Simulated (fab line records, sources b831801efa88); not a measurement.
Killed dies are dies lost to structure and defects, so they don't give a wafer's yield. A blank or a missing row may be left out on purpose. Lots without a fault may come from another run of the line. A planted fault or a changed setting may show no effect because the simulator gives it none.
fab line records | flow sky130
record lots=5 wafers=15 last_day=49
route steps=708 shown VT_ADJUST_HVTR@142 VT_ADJUST_PCH@143 SONOS_TUNNEL@154 SONOS_ONO@168
lots that met no fault: from a run of the same line without faults
start_h: hours from the record's first day to the start of the lot's first wafer shown | wait_h: hours since the lot's step before | " the same as in the row above | L1.1+2: a row that stands for several wafers | - no value, or no start given | * or withheld: withheld | < > ~ a bound
route shown NAME@n: a module of which the file shows steps, and the number in the route of the first | usual: mean/standard deviation of fault-free wafers | same: alike in all rows | chamber/n: place in a boat | sites: the reading at each site | _std_site: their standard deviation | _edge_site: outer sites' mean less inner sites' | radius_mm: how far each site lies from the wafer's centre | mask NAME#n: copy n | behind: the tool/chamber that last shaped the wafer | hold: why the lot was held/for how many hours/how that ended | device: the transistor (n, p or np) that didn't switch | end of line: the same wafers' tests at the end of the route | a step without rows: its recipe alone | killed: dies lost to structure and defects at the first sort, not the wafer's yield | map: a wafer's dies, x killed, . not, _ none there
set.NAME: the setting as run; set.NAME@STEP: as run at that earlier step | model.NAME: the simulator's own value behind a step, which no gauge read
lots at some steps of the route; a table a step, a row a wafer
services: from which hour (start_h, from the record's first day; less than 0 if before it) a tool's chamber was out of use, for how many hours, and why
## steps
# step SKY_VT_ADJUST_HVTR_TW_MEAS_11
# usual VT_ADJUST_HVTR_TW=211.6/1.3
# columns lot.wafer tool chamber start_h wait_h VT_ADJUST_HVTR_TW
L077.2 film_metro-02 - 244.91 0.1 211.8
L077.3 " - " " 213.7
L077.5 " - " " 212.3
L078.1 film_metro-02 - 245.78 0.1 213.1
L078.3 " - " " 212.8
L078.5 " - " " 212.3
L079.2 film_metro-02 - 250.36 0.1 211.7
L079.4 " - " " 211.4
L079.5 " - " " 212.8
L083.1 film_metro-01 - 279.40 0.1 210.5
L083.4 " - " " 209.9
L083.5 " - " " 209.9
L088.1 film_metro-02 - 319.13 0.1 211.9
L088.2 " - " " 212.9
L088.3 " - " " 213.5
# step SKY_VT_ADJUST_PCH_DEHYDRATE_00
# recipe temp_c=200 time_s=60
# columns lot.wafer tool chamber start_h wait_h
L077.2+3+5 litho_track-01 0 256.65 11.7
L078.1+3+5 litho_track-04 0 257.34 11.6
L079.2+4+5 litho_track-04 0 262.27 11.9
L083.1+4+5 litho_track-02 0 291.52 12.1
L088.1+2+3 litho_track-02 0 330.82 11.7
# step SKY_VT_ADJUST_PCH_HMDS_01
# recipe prime_time_s=60 prime_temp_c=120
# columns lot.wafer tool chamber start_h wait_h
L077.2+3+5 litho_track-01 0 256.80 0.1
L078.1+3+5 litho_track-04 0 257.49 0.1
L079.2+4+5 litho_track-04 0 262.42 0.1
L083.1+4+5 litho_track-02 0 291.67 0.1
L088.1+2+3 litho_track-02 0 330.97 0.1
# step SKY_VT_ADJUST_PCH_COAT_02
# recipe spin_rpm=2000 resist_thk_nm=3000
# columns lot.wafer tool chamber start_h wait_h
L077.2+3+5 litho_track-01 0 256.95 0.1
L078.1+3+5 litho_track-04 0 257.64 0.1
L079.2+4+5 litho_track-04 0 262.57 0.1
L083.1+4+5 litho_track-02 0 291.82 0.1
L088.1+2+3 litho_track-02 0 331.12 0.1
# step SKY_VT_ADJUST_PCH_SOFTBAKE_03
# recipe temp_c=110 time_s=withheld
# columns lot.wafer tool chamber start_h wait_h
L077.2+3+5 litho_track-01 0 257.11 0.1
L078.1+3+5 litho_track-04 0 257.79 0.1
L079.2+4+5 litho_track-04 0 262.73 0.1
L083.1+4+5 litho_track-02 0 291.97 0.1
L088.1+2+3 litho_track-02 0 331.27 0.1
# step SKY_VT_ADJUST_PCH_EXPOSE_04
# recipe mask_id=NWM na=0.6 source_shape=conventional sigma_outer=0.6 polarization=unpolarized target_cd_nm=840 dose_mj=255
# same na=0.6 sigma_outer=0.6
# columns lot.wafer tool chamber start_h wait_h mask
L077.2+3+5 iline_stepper-01 0 - - NWM#0
L078.1+3+5 iline_stepper-02 0 - - NWM#0
L079.2+4+5 iline_stepper-02 0 - - NWM#0
L083.1+4+5 iline_stepper-01 0 - - NWM#0
L088.1+2+3 iline_stepper-02 0 - - NWM#0
# step SKY_VT_ADJUST_PCH_PEB_05
# recipe temp_c=115 time_s=withheld
# columns lot.wafer tool chamber start_h wait_h
L077.2+3+5 litho_track-04 0 - -
L078.1+3+5 litho_track-04 0 - -
L079.2+4+5 litho_track-04 0 - -
L083.1+4+5 litho_track-04 0 - -
L088.1+2+3 litho_track-01 0 - -
# step SKY_VT_ADJUST_PCH_DEVELOP_06
# recipe wall_angle_deg=90 developer=TMAH develop_time_s=60 dev_temp_c=23
# columns lot.wafer tool chamber start_h wait_h
L077.2+3+5 litho_track-04 0 - -
L078.1+3+5 litho_track-04 0 - -
L079.2+4+5 litho_track-04 0 - -
L083.1+4+5 litho_track-04 0 - -
L088.1+2+3 litho_track-01 0 - -
# step SKY_VT_ADJUST_PCH_OVL_MEAS_07
# usual VT_ADJUST_PCH_OVL=0.7/1.4
# columns lot.wafer tool chamber start_h wait_h VT_ADJUST_PCH_OVL[nm]
L077.2 overlay-02 - 268.80 - 1.3
L077.3 " - " " 0.5
L077.5 " - " " 0.2
L078.1 overlay-02 - 269.79 - 3.0
L078.3 " - " " 2.6
L078.5 " - " " 2.9
L079.2 overlay-01 - 274.85 - 1.1
L079.4 " - " " 0.3
L079.5 " - " " 0.9
L083.1 overlay-01 - 304.04 - 1.4
L083.4 " - " " 2.0
L083.5 " - " " 0.6
L088.1 overlay-01 - 345.23 - 0.6
L088.2 " - " " -1.2
L088.3 " - " " -1.7
# step SKY_VT_ADJUST_PCH_IMPLANT_08
# recipe species=B energy_kev=10 dose_cm2=5e+11 tilt_deg=withheld
# usual beam_on_s=9.99/0.2 faraday_current_uA=2.82/0.056
# columns lot.wafer tool chamber start_h wait_h beam_on_s faraday_current_uA
L077.2 implanter-04 0 268.85 0.0 9.99 2.81
L077.3 " 0 " " 10.01 2.82
L077.5 " 0 " " 9.90 2.86
L078.1 implanter-01 0 269.83 0.0 10.23 2.76
L078.3 " 0 " " 9.92 2.85
L078.5 " 0 " " 9.67 2.91
L079.2 implanter-01 0 274.90 0.0 9.88 2.85
L079.4 " 0 " " 9.96 2.82
L079.5 " 0 " " 10.23 2.77
L083.1 implanter-04 0 304.08 0.0 10.28 2.75
L083.4 " 0 " " 9.80 2.88
L083.5 " 0 " " 9.87 2.86
L088.1 implanter-04 0 345.26 0.0 10.40 2.72
L088.2 " 0 " " 10.15 2.79
L088.3 " 0 " " 9.95 2.85
# step SKY_VT_ADJUST_PCH_STRIP_09
# recipe chemistry=O2/N2 power_w=1400 pressure_mtorr=1500 platen_temp_c=withheld o2_flow_sccm=3000 n2_flow_sccm=300 overash_fraction=0.5
# usual drypump_motor_current_A=5.8/0.45 o2_flow_sccm=3001/8.7 oes_product_au=0.723/0.0047 strip_time_to_endpoint_s=36.87/0.12
# same overash_fraction=0.5
# columns lot.wafer tool chamber start_h wait_h drypump_motor_current_A o2_flow_sccm oes_product_au rf_hours_counter_h strip_time_to_endpoint_s
L077.2 plasma_asher-03 1 268.98 0.1 6.1 2996 0.717 53 36.84
L077.3 " 1 " " 6.1 2989 0.725 - 36.80
L077.5 " 1 " " 6.2 2990 0.719 - 36.92
L078.1 plasma_asher-04 1 269.98 0.1 6.1 2989 0.718 56 36.87
L078.3 " 1 " " 6.1 2986 0.713 - 36.88
L078.5 " 1 " " 6.1 2991 0.721 - 36.84
L079.2 plasma_asher-04 0 275.03 0.1 6.4 2993 0.728 56 36.67
L079.4 " 0 " " 6.4 3003 0.726 - 36.73
L079.5 " 0 " " 6.4 3004 0.728 - 36.71
L083.1 plasma_asher-03 1 304.23 0.1 6.1 3008 0.720 56 36.86
L083.4 " 0 " " 5.4 3011 0.716 - 36.97
L083.5 " 1 " " 6.1 3013 0.717 - 37.02
L088.1 plasma_asher-02 1 345.41 0.1 5.2 3000 0.720 53 36.92
L088.2 " 0 " " 5.4 3009 0.722 53 36.88
L088.3 " 1 " " 5.2 3000 0.724 - 36.91
# step SKY_VT_ADJUST_PCH_TW_MEAS_10
# usual VT_ADJUST_PCH_TW=142.8/1.2
# columns lot.wafer tool chamber start_h wait_h VT_ADJUST_PCH_TW
L077.2 film_metro-01 - 269.09 0.1 142.7
L077.3 " - " " 142.5
L077.5 " - " " 141.8
L078.1 film_metro-02 - 270.08 0.1 142.7
L078.3 " - " " 143.8
L078.5 " - " " 143.1
L079.2 film_metro-02 - 275.14 0.1 143.1
L079.4 " - " " 143.6
L079.5 " - " " 143.8
L083.1 film_metro-01 - 304.33 0.1 142.3
L083.4 " - " " 142.9
L083.5 " - " " 142.5
L088.1 film_metro-02 - 345.51 0.1 143.4
L088.2 " - " " 143.7
L088.3 " - " " 143.0
# step SKY_SONOS_TUNNEL_DEHYDRATE_00
# recipe temp_c=200 time_s=60
# columns lot.wafer tool chamber start_h wait_h
L077.2+3+5 litho_track-01 0 281.20 12.1
L078.1+3+5 litho_track-01 0 282.43 12.3
L079.2+4+5 litho_track-03 0 287.42 12.3
L083.1+4+5 litho_track-02 0 317.17 12.8
L088.1+2+3 litho_track-02 0 358.27 12.7
# step SKY_SONOS_TUNNEL_HMDS_01
# recipe prime_time_s=60 prime_temp_c=120
# columns lot.wafer tool chamber start_h wait_h
L077.2+3+5 litho_track-01 0 281.35 0.1
L078.1+3+5 litho_track-01 0 282.58 0.1
L079.2+4+5 litho_track-03 0 287.57 0.1
L083.1+4+5 litho_track-02 0 317.32 0.1
L088.1+2+3 litho_track-02 0 358.42 0.1
# step SKY_SONOS_TUNNEL_COAT_02
# recipe resist=NOVOLAK spin_rpm=3000 resist_thk_nm=1140
# columns lot.wafer tool chamber start_h wait_h
L077.2+3+5 litho_track-01 0 281.50 0.1
L078.1+3+5 litho_track-01 0 282.73 0.1
L079.2+4+5 litho_track-03 0 287.72 0.1
L083.1+4+5 litho_track-02 0 317.47 0.1
L088.1+2+3 litho_track-02 0 358.57 0.1
# step SKY_SONOS_TUNNEL_SOFTBAKE_03
# recipe temp_c=90 time_s=60 resist=NOVOLAK
# columns lot.wafer tool chamber start_h wait_h
L077.2+3+5 litho_track-01 0 281.65 0.1
L078.1+3+5 litho_track-01 0 282.88 0.1
L079.2+4+5 litho_track-03 0 287.87 0.1
L083.1+4+5 litho_track-02 0 317.62 0.1
L088.1+2+3 litho_track-02 0 358.72 0.1
# step SKY_SONOS_TUNNEL_EXPOSE_04
# recipe mask_id=TUNM na=0.6 source_shape=conventional sigma_outer=0.6 polarization=unpolarized target_cd_nm=410 dose_mj=136
# same na=0.6 sigma_outer=0.6
# columns lot.wafer tool chamber start_h wait_h mask
L077.2+3+5 iline_stepper-01 0 - - TUNM#0
L078.1+3+5 iline_stepper-01 0 - - TUNM#0
L079.2+4+5 iline_stepper-02 0 - - TUNM#0
L083.1+4+5 iline_stepper-02 0 - - TUNM#0
L088.1+2+3 iline_stepper-01 0 - - TUNM#0
# step SKY_SONOS_TUNNEL_PEB_05
# recipe temp_c=withheld time_s=* resist=NOVOLAK
# columns lot.wafer tool chamber start_h wait_h
L077.2+3+5 litho_track-01 0 - -
L078.1+3+5 litho_track-02 0 - -
L079.2+4+5 litho_track-03 0 - -
L083.1+4+5 litho_track-03 0 - -
L088.1+2+3 litho_track-02 0 - -
# step SKY_SONOS_TUNNEL_DEVELOP_06
# recipe resist=NOVOLAK developer=TMAH develop_time_s=60 dev_temp_c=23
# columns lot.wafer tool chamber start_h wait_h
L077.2+3+5 litho_track-01 0 293.70 0.1
L078.1+3+5 litho_track-02 0 294.82 0.1
L079.2+4+5 litho_track-03 0 299.42 0.1
L083.1+4+5 litho_track-03 0 330.64 0.1
L088.1+2+3 litho_track-02 0 372.77 0.1
# step SKY_SONOS_TUNNEL_CD_MEAS_07
# recipe target_cd_nm=410
# usual cd_nm=410.4/2.2
# columns lot.wafer tool chamber start_h wait_h cd_nm
L077.2 cd_sem-01 - 293.85 0.1 407.7
L077.3 " - " " 409.0
L077.5 " - " " 409.1
L078.1 cd_sem-02 - 294.97 0.1 410.7
L078.3 " - " " 410.7
L078.5 " - " " 411.7
L079.2 cd_sem-01 - 299.56 0.1 408.1
L079.4 " - " " 408.5
L079.5 " - " " 406.5
L083.1 cd_sem-01 - 330.79 0.1 410.2
L083.4 " - " " 407.2
L083.5 " - " " 410.4
L088.1 cd_sem-02 - 372.92 0.1 410.6
L088.2 " - " " 409.6
L088.3 " - " " 410.0
# step SKY_SONOS_TUNNEL_OVL_MEAS_08
# usual SONOS_TUNNEL_OVL=-1.0/1.2
# columns lot.wafer tool chamber start_h wait_h SONOS_TUNNEL_OVL[nm]
L077.2 overlay-02 - 293.95 0.1 0.4
L077.3 " - " " -0.1
L077.5 " - " " -0.3
L078.1 overlay-02 - 295.09 0.1 -1.6
L078.3 " - " " 0.3
L078.5 " - " " -1.8
L079.2 overlay-01 - 299.67 0.1 -2.3
L079.4 " - " " -2.9
L079.5 " - " " -2.9
L083.1 overlay-01 - 330.91 0.1 -1.3
L083.4 " - " " -1.8
L083.5 " - " " -2.7
L088.1 overlay-01 - 373.04 0.1 -1.3
L088.2 " - " " -0.7
L088.3 " - " " -1.3
# step SKY_SONOS_TUNNEL_IMPLANT_09
# recipe species=B energy_kev=20 dose_cm2=1e+12 tilt_deg=withheld
# usual beam_on_s=9.98/0.18 faraday_current_uA=5.65/0.097
# columns lot.wafer tool chamber start_h wait_h beam_on_s faraday_current_uA
L077.2 implanter-02 0 294.01 0.0 10.07 5.61
L077.3 " 0 " " 9.93 5.68
L077.5 " 0 " " 10.16 5.55
L078.1 implanter-01 0 295.12 0.0 9.97 5.64
L078.3 " 0 " " 10.29 5.47
L078.5 " 0 " " 9.86 5.70
L079.2 implanter-02 0 299.72 0.0 9.81 5.73
L079.4 " 0 " " 9.71 5.77
L079.5 " 0 " " 10.03 5.62
L083.1 implanter-01 0 330.95 0.0 9.88 5.72
L083.4 " 0 " " 10.34 5.47
L083.5 " 0 " " 10.13 5.55
L088.1 implanter-01 0 373.07 0.0 10.24 5.51
L088.2 " 0 " " 9.85 5.72
L088.3 " 0 " " 10.00 5.64
# step SKY_SONOS_TUNNEL_WET_ETCH_10
# recipe chemistry=dHF target_depth_nm=14 target=SiO2 dilution=100:1 temp_c=25 time_s=280
# usual bath_heat_duty_pct=6.2/0.62 temp_c=24.98/0.11
# columns lot.wafer tool chamber start_h wait_h bath_heat_duty_pct temp_c
L077.2 wet_bench-04 3 294.13 0.1 6.4 25.00
L077.3 " 3 " " 5.5 24.98
L077.5 " 3 " " 5.3 24.97
L078.1 wet_bench-03 2 295.27 0.1 6.0 24.79
L078.3 " 2 " " 5.3 24.87
L078.5 " 2 " " 5.2 24.82
L079.2 wet_bench-04 3 299.85 0.1 6.2 24.99
L079.4 " 3 " " 6.5 24.87
L079.5 " 3 " " 6.0 24.95
L083.1 wet_bench-03 2 331.12 0.1 6.2 25.13
L083.4 " 2 " " 5.7 24.99
L083.5 " 2 " " 6.7 24.98
L088.1 wet_bench-04 0 373.22 0.1 6.0 24.85
L088.2 " 0 " " 6.5 24.88
L088.3 " 0 " " 6.8 24.98
# step SKY_SONOS_TUNNEL_STRIP_11
# recipe chemistry=SPM time_s=600 temp_c=130
# usual bath_heat_duty_pct=14.7/1.2 temp_c=129.97/0.14
# columns lot.wafer tool chamber start_h wait_h bath_heat_duty_pct temp_c
L077.2 wet_bench-03 2 294.23 0.0 13.0 130.01
L077.3 " 2 " " 15.6 130.09
L077.5 " 2 " " 13.6 130.06
L078.1 wet_bench-02 2 295.36 0.0 14.0 129.85
L078.3 " 2 " " 14.4 129.95
L078.5 " 2 " " 14.7 129.80
L079.2 wet_bench-02 0 299.94 0.0 14.4 130.02
L079.4 " 0 " " 16.9 129.83
L079.5 " 0 " " 16.1 130.07
L083.1 wet_bench-03 3 331.21 0.0 15.0 130.15
L083.4 " 3 " " 16.4 130.10
L083.5 " 3 " " 16.1 129.90
L088.1 wet_bench-03 2 373.31 0.0 14.2 129.72
L088.2 " 2 " " 13.5 129.95
L088.3 " 2 " " 12.5 129.74
# step SKY_SONOS_TUNNEL_TW_MEAS_12
# usual SONOS_TUNNEL_TW=197.5/1.5
# columns lot.wafer tool chamber start_h wait_h SONOS_TUNNEL_TW
L077.2 film_metro-03 - 294.41 0.0 196.6
L077.3 " - " " 198.2
L077.5 " - " " 198.6
L078.1 film_metro-04 - 295.53 0.0 196.0
L078.3 " - " " 196.7
L078.5 " - " " 195.7
L079.2 film_metro-04 - 300.14 0.0 195.3
L079.4 " - " " 195.5
L079.5 " - " " 195.9
L083.1 film_metro-02 - 331.38 0.0 199.5
L083.4 " - " " 199.8
L083.5 " - " " 198.9
L088.1 film_metro-03 - 373.48 0.0 197.1
L088.2 " - " " 197.3
L088.3 " - " " 198.0
# step SKY_SONOS_TUNNEL_CLEAN_13
# recipe chemistry=dHF time_s=20 dilution=100:1 dry=ipa_marangoni
# columns lot.wafer tool chamber start_h wait_h
L077.2+3+5 wet_bench-04 1 294.46 0.0
L078.1+3+5 wet_bench-03 0 295.59 0.1
L079.2+4+5 wet_bench-04 0 300.19 0.0
L083.1+4+5 wet_bench-04 0 331.44 0.1
L088.1+2+3 wet_bench-04 0 373.54 0.1
# step SKY_SONOS_ONO_OXIDATION_00
# recipe temp_c=800 ambient=O2 idle_temp_c=700 ramp_up_c_per_min=10 ramp_down_c_per_min=3 stabilise_s=600 purge_s=300 target_thk_a=26 ox_time_s=1249
# usual ramp_down_c_per_min=3.0000/0.00052 spike_tc_bottom_C=818.8/1.2
# columns lot.wafer tool chamber start_h wait_h ramp_down_c_per_min spike_tc_bottom_C
L077.2 furnace-01 0 296.04 1.6 3.0012 819.0
L077.3 " 0 " " 3.0010 819.6
L077.5 " 0 " " 2.9988 818.2
L078.1 furnace-01 0 296.04 0.4 2.9998 817.8
L078.3 " 0 " " 3.0000 817.1
L078.5 " 0 " " 2.9997 818.6
L079.2 furnace-01 0 302.84 2.6 3.0001 818.8
L079.4 " 0 " " 2.9995 818.7
L079.5 " 0 " " 2.9997 819.1
L083.1 furnace-01 0 332.90 1.4 3.0001 819.6
L083.4 " 0 " " 3.0009 817.2
L083.5 " 0 " " 3.0004 816.3
L088.1 furnace-02 0 373.56 0.0 3.0001 819.3
L088.2 " 0 " " 3.0000 820.0
L088.3 " 0 " " 3.0011 819.8
# step SKY_SONOS_ONO_THK_MEAS_01
# recipe reads=SiO2_of_SONOS_ONO_OXIDATION_00
# usual SONOS_ONO_OXIDATION_THK=2.59/0.065
# columns lot.wafer tool chamber start_h wait_h SONOS_ONO_OXIDATION_THK[nm]
L078.1 film_metro-04 - 297.39 0.0 2.56
L078.3 " - " " 2.49
L078.5 " - " " 2.59
L077.2 film_metro-03 - 297.40 0.0 2.52
L077.3 " - " " 2.56
L077.5 " - " " 2.54
L079.2 film_metro-03 - 304.19 0.0 2.54
L079.4 " - " " 2.55
L079.5 " - " " 2.51
L083.1 film_metro-03 - 334.25 0.0 2.51
L083.4 " - " " 2.60
L083.5 " - " " 2.55
L088.1 film_metro-04 - 374.90 0.0 2.66
L088.2 " - " " 2.61
L088.3 " - " " 2.65
# step SKY_SONOS_ONO_CVD_02
# recipe material=Si3N4 precursor=DCS/NH3 target_thk_nm=10.5 temp_c=770 time_s=180 pressure_mtorr=250
# usual spike_tc_bottom_C=791/4.4
# columns lot.wafer tool chamber start_h wait_h spike_tc_bottom_C
L077.2 lpcvd-02 1 297.45 0.0 787
L077.3 " 1 " " 788
L077.5 " 1 " " 791
L078.1 lpcvd-02 1 297.45 0.1 789
L078.3 " 1 " " 789
L078.5 " 1 " " 788
L079.2 lpcvd-02 1 304.68 0.5 788
L079.4 " 1 " " 788
L079.5 " 1 " " 788
L083.1 lpcvd-02 1 334.78 0.5 786
L083.4 " 1 " " 789
L083.5 " 1 " " 788
L088.1 lpcvd-02 0 374.96 0.1 798
L088.2 " 0 " " 796
L088.3 " 0 " " 796
# step SKY_SONOS_ONO_THK_MEAS_03
# recipe reads=Si3N4_of_SONOS_ONO_CVD_02
# usual SONOS_ONO_CVD_02_THK=10.55/0.14
# columns lot.wafer tool chamber start_h wait_h SONOS_ONO_CVD_02_THK[nm]
L078.1 film_metro-01 - 298.50 0.0 10.50
L078.3 " - " " 10.33
L078.5 " - " " 10.29
L077.2 film_metro-03 - 298.51 0.0 10.50
L077.3 " - " " 10.47
L077.5 " - " " 10.40
L079.2 film_metro-03 - 305.74 0.0 10.48
L079.4 " - " " 10.46
L079.5 " - " " 10.38
L083.1 film_metro-01 - 335.83 0.0 10.75
L083.4 " - " " 10.68
L083.5 " - " " 10.55
L088.1 film_metro-04 - 376.01 0.0 10.70
L088.2 " - " " 10.73
L088.3 " - " " 10.77
# step SKY_SONOS_ONO_CVD_04
# recipe material=SiO2 precursor=SiH4/N2O target_thk_nm=5.7199 temp_c=900 pressure_mtorr=400
# usual spike_tc_bottom_C=916.1/1.6
# columns lot.wafer tool chamber start_h wait_h spike_tc_bottom_C
L077.2 lpcvd-03 0 298.56 0.0 917.6
L077.3 " 0 " " 917.4
L077.5 " 0 " " 915.7
L078.1 lpcvd-03 1 298.56 0.1 915.8
L078.3 " 1 " " 913.4
L078.5 " 1 " " 916.4
L079.2 lpcvd-03 0 305.79 0.0 917.5
L079.4 " 0 " " 917.0
L079.5 " 0 " " 917.8
L083.1 lpcvd-03 1 335.89 0.1 914.0
L083.4 " 1 " " 915.1
L083.5 " 1 " " 915.2
L088.1 lpcvd-03 0 376.07 0.1 917.3
L088.2 " 0 " " 917.1
L088.3 " 0 " " 917.8
# step SKY_SONOS_ONO_THK_MEAS_05
# recipe reads=SiO2_of_SONOS_ONO_CVD_04
# usual SONOS_ONO_CVD_04_THK=5.70/0.095
# columns lot.wafer tool chamber start_h wait_h SONOS_ONO_CVD_04_THK[nm]
L078.1 film_metro-03 - 299.81 0.0 5.60
L078.3 " - " " 5.52
L078.5 " - " " 5.50
L077.2 film_metro-04 - 299.82 0.0 5.52
L077.3 " - " " 5.55
L077.5 " - " " 5.58
L079.2 film_metro-01 - 307.05 0.0 5.65
L079.4 " - " " 5.67
L079.5 " - " " 5.68
L083.1 film_metro-01 - 337.14 0.0 5.73
L083.4 " - " " 5.83
L083.5 " - " " 5.81
L088.1 film_metro-03 - 377.32 0.0 5.75
L088.2 " - " " 5.71
L088.3 " - " " 5.71
# step SKY_SONOS_ONO_DEHYDRATE_06
# recipe temp_c=200 time_s=60
# columns lot.wafer tool chamber start_h wait_h
L078.1+3+5 litho_track-03 0 312.19 12.4
L077.2+3+5 litho_track-02 0 312.49 12.7
L079.2+4+5 litho_track-04 0 319.77 12.7
L083.1+4+5 litho_track-03 0 349.99 12.8
L088.1+2+3 litho_track-02 0 391.12 13.8
# step SKY_SONOS_ONO_HMDS_07
# recipe prime_time_s=60 prime_temp_c=120
# columns lot.wafer tool chamber start_h wait_h
L078.1+3+5 litho_track-03 0 312.34 0.1
L077.2+3+5 litho_track-02 0 312.64 0.1
L079.2+4+5 litho_track-04 0 319.92 0.1
L083.1+4+5 litho_track-03 0 350.14 0.1
L088.1+2+3 litho_track-02 0 391.27 0.1
# step SKY_SONOS_ONO_COAT_08
# recipe resist=NOVOLAK spin_rpm=3000 resist_thk_nm=1140
# columns lot.wafer tool chamber start_h wait_h
L078.1+3+5 litho_track-03 0 312.49 0.1
L077.2+3+5 litho_track-02 0 312.79 0.1
L079.2+4+5 litho_track-04 0 320.07 0.1
L083.1+4+5 litho_track-03 0 350.29 0.1
L088.1+2+3 litho_track-02 0 391.42 0.1
# step SKY_SONOS_ONO_SOFTBAKE_09
# recipe temp_c=90 time_s=60 resist=NOVOLAK
# columns lot.wafer tool chamber start_h wait_h
L078.1+3+5 litho_track-03 0 312.64 0.1
L077.2+3+5 litho_track-02 0 312.94 0.1
L079.2+4+5 litho_track-04 0 320.22 0.1
L083.1+4+5 litho_track-03 0 350.44 0.1
L088.1+2+3 litho_track-02 0 391.57 0.1
# step SKY_SONOS_ONO_EXPOSE_10
# recipe mask_id=ONOM target_cd_nm=410 na=0.6 source_shape=conventional sigma_outer=0.6 dose_mj=150
# same na=0.6 sigma_outer=0.6
# columns lot.wafer tool chamber start_h wait_h mask
L078.1+3+5 iline_stepper-01 0 - - ONOM#0
L077.2+3+5 iline_stepper-02 0 - - ONOM#0
L079.2+4+5 iline_stepper-02 0 - - ONOM#0
L083.1+4+5 iline_stepper-02 0 - - ONOM#0
L088.1+2+3 iline_stepper-02 0 - - ONOM#0
# step SKY_SONOS_ONO_PEB_11
# recipe temp_c=withheld time_s=* resist=NOVOLAK
# columns lot.wafer tool chamber start_h wait_h
L078.1+3+5 litho_track-03 0 - -
L077.2+3+5 litho_track-03 0 - -
L079.2+4+5 litho_track-04 0 - -
L083.1+4+5 litho_track-04 0 - -
L088.1+2+3 litho_track-04 0 - -
# step SKY_SONOS_ONO_DEVELOP_12
# recipe develop_time_s=60 dev_temp_c=23
# columns lot.wafer tool chamber start_h wait_h
L078.1+3+5 litho_track-03 0 325.14 0.1
L077.2+3+5 litho_track-03 0 325.47 0.1
L079.2+4+5 litho_track-04 0 332.67 0.1
L083.1+4+5 litho_track-04 0 364.44 0.1
L088.1+2+3 litho_track-04 0 406.19 0.1
# step SKY_SONOS_ONO_CD_MEAS_13
# recipe target_cd_nm=410
# usual cd_nm=409.6/2.4
# columns lot.wafer tool chamber start_h wait_h cd_nm
L078.1 cd_sem-01 - 325.29 0.1 410.3
L078.3 " - " " 410.4
L078.5 " - " " 410.8
L077.2 cd_sem-02 - 325.61 0.1 409.0
L077.3 " - " " 410.1
L077.5 " - " " 410.4
L079.2 cd_sem-02 - 332.81 0.1 410.5
L079.4 " - " " 411.3
L079.5 " - " " 412.4
L083.1 cd_sem-02 - 364.59 0.1 409.3
L083.4 " - " " 408.7
L083.5 " - " " 408.3
L088.1 cd_sem-02 - 406.34 0.1 412.7
L088.2 " - " " 412.3
L088.3 " - " " 411.8
# step SKY_SONOS_ONO_OVL_MEAS_14
# usual SONOS_ONO_OVL=0.1/1.1
# columns lot.wafer tool chamber start_h wait_h SONOS_ONO_OVL[nm]
L078.1 overlay-02 - 325.41 0.1 -1.3
L078.3 " - " " 0.5
L078.5 " - " " 0.2
L077.2 overlay-01 - 325.72 0.1 0.0
L077.3 " - " " 0.4
L077.5 " - " " 0.0
L079.2 overlay-02 - 332.92 0.1 1.5
L079.4 " - " " 0.1
L079.5 " - " " 0.5
L083.1 overlay-02 - 364.71 0.1 1.9
L083.4 " - " " 3.3
L083.5 " - " " 1.4
L088.1 overlay-01 - 406.46 0.1 -1.1
L088.2 " - " " 0.0
L088.3 " - " " -2.2
# step SKY_SONOS_ONO_ETCH_15
# recipe target_depth_nm=19.52 chemistry=CHF3/O2 source_w=600 bias_w=200 pressure_mtorr=40 chf3_flow_sccm=50 O2_flow_sccm=5 time_s=7.8
# usual drypump_motor_current_A=5.8/0.36 oes_product_au=1.006/0.013 throttle_valve_pct=8.827/0.0091
# columns lot.wafer tool chamber start_h wait_h drypump_motor_current_A oes_product_au rf_hours_counter_h throttle_valve_pct
L078.1 rie_diel-04 0 325.45 0.0 6.3 0.993 2 8.814
L078.3 " 3 " " 5.9 1.018 8 8.823
L078.5 " 3 " " 5.9 1.010 - 8.824
L077.2 rie_diel-01 3 325.75 0.0 5.9 1.016 68 8.824
L077.3 " 1 " " 6.3 1.006 2 8.828
L077.5 " 2 " " 5.9 1.006 - 8.834
L079.2 rie_diel-03 0 332.95 0.0 5.9 0.989 9 8.828
L079.4 " 2 " " 5.9 1.013 85 8.833
L079.5 " 1 " " 6.2 1.012 - 8.832
L083.1 rie_diel-03 3 364.75 0.0 5.7 1.002 34 8.837
L083.4 " 1 " " 6.2 0.996 40 8.807
L083.5 " 0 " " 5.9 0.995 - 8.819
L088.1 rie_diel-01 3 406.50 0.0 5.9 0.991 70 8.823
L088.2 " 0 " " 5.8 0.993 31 8.825
L088.3 " 1 " " 6.2 0.997 3 8.823
# step SKY_SONOS_ONO_WET_ETCH_16
# recipe chemistry=dHF target_depth_nm=14 dry=n2_spin target=SiO2 dilution=100:1 temp_c=25 time_s=280
# usual bath_heat_duty_pct=6.2/0.57 temp_c=25.02/0.087
# columns lot.wafer tool chamber start_h wait_h bath_heat_duty_pct temp_c
L078.1 wet_bench-04 0 325.47 0.0 6.3 24.94
L078.3 " 0 " " 6.1 25.11
L078.5 " 0 " " 6.7 25.14
L077.2 wet_bench-04 1 325.77 0.0 6.2 24.99
L077.3 " 1 " " 6.3 24.93
L077.5 " 1 " " 6.5 24.94
L079.2 wet_bench-04 0 332.97 0.0 5.7 25.15
L079.4 " 0 " " 6.2 25.13
L079.5 " 0 " " 5.9 25.15
L083.1 wet_bench-02 0 364.77 0.0 6.9 24.97
L083.4 " 0 " " 6.8 25.05
L083.5 " 0 " " 7.1 25.06
L088.1 wet_bench-02 2 406.52 0.0 6.2 25.17
L088.2 " 2 " " 5.7 25.14
L088.3 " 2 " " 6.9 25.14
## services
# columns tool chamber start_h hours kind
implanter-04 - 238.25 2.0 repair
iline_stepper-01 - 242.81 1.7 pm
rie_diel-04 1 244.50 5.8 repair
wet_bench-02 - 245.45 3.7 repair
wet_bench-02 - 247.26 1.2 repair
implanter-04 - 250.15 6.0 repair
implanter-04 - 258.50 4.4 pm
implanter-04 - 273.89 5.2 repair
lpcvd-02 - 275.08 6.1 pm
lpcvd-02 - 282.76 6.0 pm
plasma_asher-04 - 286.22 1.8 repair
furnace-01 - 289.40 1.8 repair
iline_stepper-02 - 294.08 8.9 pm
rie_diel-01 - 294.29 0.9 repair
implanter-01 - 298.64 5.5 pm
rie_diel-01 0 300.43 8.3 repair
iline_stepper-01 - 348.81 2.1 pm
furnace-01 - 358.25 2.9 pm
rie_diel-01 1 376.90 8.0 repair
rie_diel-03 3 391.10 11.4 repair
wet_bench-02 - 391.59 0.8 repair
rie_diel-01 - 391.65 0.5 repair
rie_diel-03 - 399.71 2.8 pm
implanter-04 - 404.03 2.8 repair
## key
fault none
